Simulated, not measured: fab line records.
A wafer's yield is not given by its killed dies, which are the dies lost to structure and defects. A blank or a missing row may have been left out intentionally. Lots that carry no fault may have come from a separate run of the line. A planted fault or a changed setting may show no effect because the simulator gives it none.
Which of the tools did it? + flow gf180mcu + 7 lots, 21 wafers sampled, at 1 step of a route of 602

WHAT EACH GAUGE READ, for each wafer
GF_DNWELL_TW_MEAS_09.
| lot  | measured    | on           | DNWELL_TW      |
|------|-------------|--------------|----------------|
| L320 | day 3 08:19 | filmMetro-03 | 1335 1339 1340 |
| L322 | day 3 18:14 | filmMetro-01 | 1356 1356 1356 |
| L325 | day 4 13:43 | filmMetro-01 | 1351 1357 1348 |
| L327 | day 5 00:35 | filmMetro-03 | 1346 1344 1341 |
| L333 | day 6 07:17 | filmMetro-01 | 1374 1372 1374 |
| L337 | day 7 01:08 | filmMetro-01 | 1355 1350 1358 |
| L339 | day 7 19:43 | filmMetro-04 | 1338 1329 1341 |

WHICH TOOL RAN EACH LOT (tool, then ch and the chambers of the sampled wafers, then the start)
Record: no process step prior to these readings.

THE ANSWER, worked out from the rows above alone
Rule: usual is defined by the lots themselves. The widest of any qualifying gaps counts: lots, ordered by their means at a reading, are off when they make up no more than a third of the lots, leave a main group of 4 or more, and stand apart from it by 3 or more times the standard deviation of that group's means. Not used: any main group whose means are identical at the precision the tables above print for the reading. Also off: a lot with no number at a reading for which 4 or more lots have one. Any other lot the step has rows for is counted as sound.
Across all readings shown, no lot is off: no conclusion can be drawn from this.

WHAT THE SIMULATOR PUT IN
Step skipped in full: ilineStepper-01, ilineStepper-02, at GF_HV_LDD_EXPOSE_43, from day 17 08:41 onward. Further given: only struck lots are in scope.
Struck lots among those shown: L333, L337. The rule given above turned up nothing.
